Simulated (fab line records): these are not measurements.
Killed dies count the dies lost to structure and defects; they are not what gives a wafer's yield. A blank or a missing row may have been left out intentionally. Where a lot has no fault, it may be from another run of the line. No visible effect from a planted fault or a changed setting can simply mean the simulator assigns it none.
Which of the tools did it? :: flow gf180mcu :: 7 lots with 21 wafers sampled at 3 steps, on a route of 602 steps

## WHAT THE GAUGES READ, wafer by wafer
GF_V4_RS_MEAS_24: measurement is done with a four-point probe.
lot: L604
measured: day 24 16:31
on: film metro-01
V4_W_RS (ohm/sq): 0.326 0.314 0.313

lot: L606
measured: day 25 12:22
on: film metro-03
V4_W_RS (ohm/sq): 0.328 0.325 0.327

lot: L615
measured: day 28 06:44
on: film metro-01
V4_W_RS (ohm/sq): 0.315 0.321 0.317

lot: L618
measured: day 29 08:39
on: film metro-03
V4_W_RS (ohm/sq): 0.322 0.313 0.311

lot: L621
measured: day 30 01:07
on: film metro-04
V4_W_RS (ohm/sq): 0.334 0.330 0.329

lot: L623
measured: day 30 20:45
on: film metro-01
V4_W_RS (ohm/sq): 0.329 0.329 0.327

lot: L626
measured: day 31 10:48
on: film metro-03
V4_W_RS (ohm/sq): 0.332 0.332 0.332

## WHAT TOOL EACH LOT RAN ON (gives the tool, then ch and the chambers of the sampled wafers, and finally the start)
lot: L604
GF_V1_CVD_23: cvd w-01 ch 0,1, day 18 11:08
GF_V4_SPUTTER_22: pvd sputter-04, day 24 16:22

lot: L606
GF_V1_CVD_23: cvd w-02 ch 0,1, day 19 09:51
GF_V4_SPUTTER_22: pvd sputter-04, day 25 12:12

lot: L615
GF_V1_CVD_23: cvd w-02 ch 1, day 22 12:25
GF_V4_SPUTTER_22: pvd sputter-02, day 28 06:34

lot: L618
GF_V1_CVD_23: cvd w-01 ch 0,1, day 23 16:59
GF_V4_SPUTTER_22: pvd sputter-04, day 29 08:30

lot: L621
GF_V1_CVD_23: cvd w-02 ch 1, day 24 15:18
GF_V4_SPUTTER_22: pvd sputter-02, day 30 00:58

lot: L623
GF_V1_CVD_23: cvd w-02 ch 0,1, day 25 13:38
GF_V4_SPUTTER_22: pvd sputter-02, day 30 20:36

lot: L626
GF_V1_CVD_23: cvd w-02 ch 0,1, day 26 05:24
GF_V4_SPUTTER_22: pvd sputter-04, day 31 10:39
- GF_V1_CVD_23: deposits W, target thk 350 nm, time 105.05 s.
- GF_V4_SPUTTER_22: material TiN, target thk 10 nm, time 40 s.

## THE ANSWER, worked out from the rows above alone
Rule: what is usual is taken from the lots themselves. Put in order of their means at a reading, lots are off if they are a third of the lots or fewer, leave a main group of 4 or more, and stand apart from it by a gap of 3 or more times the standard deviation of the main group's means; of several such gaps the widest counts. The tables above print the reading to a certain number of digits; a main group whose means all agree to those digits is not used. A lot without any number at a reading at which 4 lots or more have one is off too. All remaining lots with rows at the step are treated as sound.
None of the lots is off at any reading shown; this tells nothing.

## WHAT THE SIMULATOR HAD INSERTED
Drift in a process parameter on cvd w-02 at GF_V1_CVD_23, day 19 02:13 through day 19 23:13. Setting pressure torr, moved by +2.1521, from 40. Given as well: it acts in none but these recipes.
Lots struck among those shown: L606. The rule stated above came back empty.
